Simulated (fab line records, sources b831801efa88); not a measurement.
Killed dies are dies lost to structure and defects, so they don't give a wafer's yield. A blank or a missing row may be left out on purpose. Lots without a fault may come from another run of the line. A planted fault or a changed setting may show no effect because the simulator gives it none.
One fault seen from 2 desks | flow gf180mcu | each desk has only its own numbers; what lay behind them comes last

THE TOOL OWNER'S DESK: rie_metal-02
The tool's own readings at GF_M5_METAL_ETCH_10 (etches the open film in Cl2/BCl3, stops on SiO2, target depth 750.8 nm, time 125.1 s): means of the sampled wafers that have a number, for each lot that ran on this tool. A lot is out of limits, marked OUT, if its mean lies more than 4 standard deviations from the usual mean; the brackets give that distance.
Columns: A = bias_w at GF_M5_METAL_ETCH_10, usual 140.1 W; B = drypump_motor_current_A at GF_M5_METAL_ETCH_10, usual 5.9 A; C = oes_product_au at GF_M5_METAL_ETCH_10, usual 0.991 a.u.; D = throttle_valve_pct at GF_M5_METAL_ETCH_10, usual 28.230 %
lot  | first seen here | A               | B   | C     | D
L280 | day 27 18:44    | 140.1           | 5.5 | 0.998 | 28.218
L285 | day 29 16:17    | 157.6 (+40) OUT | 6.2 | 0.999 | 28.225
L290 | day 31 03:17    | 157.6 (+40) OUT | 5.5 | 1.004 | 28.220
This desk's finding: out of limits on L285, L290; first on L285, day 29 16:17 (bias_w at GF_M5_METAL_ETCH_10). In limits: L280.

THE METROLOGY DESK
What the gauges read, lot by lot, whatever tool the lot ran on: means of the sampled wafers that have a number. A lot is out of limits, marked OUT, if its mean lies more than 4 standard deviations from the usual mean; the brackets give that distance.
Columns: A = cd_nm at GF_M5_CD_MEAS_07, usual 280.3 nm; B = M5_OVL at GF_M5_OVL_MEAS_08, usual 4 nm
lot  | first seen here | A     | B
L275 | day 26 06:07    | 281.7 | 7
L280 | day 27 18:34    | 280.2 | 11
L285 | day 29 16:07    | 279.4 | -5
L288 | day 30 10:40    | 279.3 | -5
L290 | day 31 03:05    | 279.0 | 7
L298 | day 32 23:35    | 280.9 | -0
This desk's finding: nothing out of limits on any of the 6 lots.

PUT TOGETHER
The tool owner's desk could have raised an alarm at day 29 16:17, on L285, L290.
The metrology desk saw nothing out of limits.
The metrology desk has L285, L290 on record, within its limits.
Of the lots named, all ran GF_M5_METAL_ETCH_10 on rie_metal-02.

WHAT THE SIMULATOR HAD PUT IN
Process parameter drift: rie_metal-02, from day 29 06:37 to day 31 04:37, at GF_M5_METAL_ETCH_10. Setting bias_w, moved by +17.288, from 140. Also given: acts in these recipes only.
Lots struck among those shown: L285, L290.
Hours from the fault's start to each desk's first reading out of limits: the tool owner's desk, 10.
